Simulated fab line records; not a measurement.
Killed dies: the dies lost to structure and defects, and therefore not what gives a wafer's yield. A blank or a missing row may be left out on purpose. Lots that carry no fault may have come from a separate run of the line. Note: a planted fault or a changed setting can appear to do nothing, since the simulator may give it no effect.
A struck lot beside a sound one ; flow sfq_line ; 14 steps out of a route of 325
Sound: the wafers L854.1, L854.4, L854.5. Struck: wafer L851.5 (L851.2, L851.4, from the same lot, were not struck and are left out); the cause is given at the end.
At each step with rows: each side's tool, then ch and its chambers, then its first start. Under that, the readings that differ: sound wafers ; struck wafers ; difference of the means ; sigmas: that difference in standard deviations of wafers without a fault.
alike: a reading whose means differ by less than 2 such deviations, as well as words and numbers matching on both sides. not compared: withheld readings; readings where some wafer has no value; bounds like >300 that might hide an equal value; numbers whose values overlap and for which the record gives no deviation.
The two part at a step that has a row with sigmas, a row that says differs or no value, or rows on one side only. Numbers that have no deviation but don't overlap get no sigmas and don't part them. A reading that every wafer of one side lacks parts them only if that side has two wafers or more.

SFQ_INCOMING_BOW_MEAS_900:
  sound on film_metro-02 at day 5 04:00; struck on film_metro-01 at day 4 13:01
  alike: INCOMING_BOW
then, 1 step without rows for these wafers: SFQ_TRILAYER_INCOMING_OXIDATION_002 (target thk 500 nm, ox time 4939 s).
SFQ_TRILAYER_L0_DEP_SPUTTER_003: material MoNx KI, target thk 40 nm, time 100 s.
  sound on pvd_sputter-03 at day 5 06:29; struck on pvd_sputter-03 at day 4 15:29
  alike: chamber_pressure_pa, throttle_valve_pct
SFQ_L0_RS_MEAS_901: measurement is done with a four-point probe.
  sound on film_metro-01 at day 5 06:34; struck on film_metro-01 at day 4 15:35
  alike: L0_MONX_KI_RS
SFQ_L0_THK_MEAS_902: measures by xrf.
  sound on film_metro-01 at day 5 06:41; struck on film_metro-01 at day 4 15:42
  alike: L0_MONX_KI_THK
then, 6 steps without rows for these wafers: SFQ_TRILAYER_L0_LITHO_COAT_010 (resist thk 62 nm); SFQ_TRILAYER_L0_LITHO_COAT_005 (resist thk 600 nm); SFQ_TRILAYER_L0_LITHO_SOFTBAKE_009; SFQ_TRILAYER_L0_LITHO_EXPOSE_006 (exposes mask L0, target cd 2000 nm); SFQ_TRILAYER_L0_LITHO_PEB_008 (peb time 60 s); SFQ_TRILAYER_L0_LITHO_DEVELOP_007 (time 60 s).
-- the record jumps here: 3 days lie between the struck wafers' starts before and after --
SFQ_TRILAYER_L0_BARC_OPEN_METAL_ETCH_010: etches BARC in O2, target depth 125 nm, time 41.7 s.
  sound on rie_metal-02 ch 1, day 8 11:16; struck on rie_metal-03 ch 1, day 7 22:04
reading;sound;struck;difference;sigmas
oes_product_au (a.u.);0.687 0.697 0.693;0.670;-0.022;-4
  alike: bias_w, drypump_motor_current_A
  not compared: rf_hours_counter_h
SFQ_TRILAYER_L0_ETCH_METAL_ETCH_008: etches MoNx KI in SF6/O2, stops on SiO2, target depth 50 nm, time 25 s.
  sound on rie_metal-02 ch 1, day 8 11:23; struck on rie_metal-03 ch 1, day 7 22:07
reading;sound;struck;difference;sigmas
bias_w (W);80.01 79.64 79.45;92.73;+13.03;+52
  alike: drypump_motor_current_A, oes_product_au
  not compared: rf_hours_counter_h
SFQ_TRILAYER_L0_STRIP_STRIP_009: strips in O2.
  sound on rie_metal-02 ch 1, day 8 11:28; struck on rie_metal-03 ch 1, day 7 22:10
  alike: drypump_motor_current_A, oes_product_au
  not compared: rf_hours_counter_h

## WHERE THEY PART
First at SFQ_TRILAYER_L0_BARC_OPEN_METAL_ETCH_010; last, within this record, at SFQ_TRILAYER_L0_ETCH_METAL_ETCH_008. Later steps at which nothing parts them and some readings are alike: SFQ_TRILAYER_L0_STRIP_STRIP_009.

WHY: what the simulator had put in
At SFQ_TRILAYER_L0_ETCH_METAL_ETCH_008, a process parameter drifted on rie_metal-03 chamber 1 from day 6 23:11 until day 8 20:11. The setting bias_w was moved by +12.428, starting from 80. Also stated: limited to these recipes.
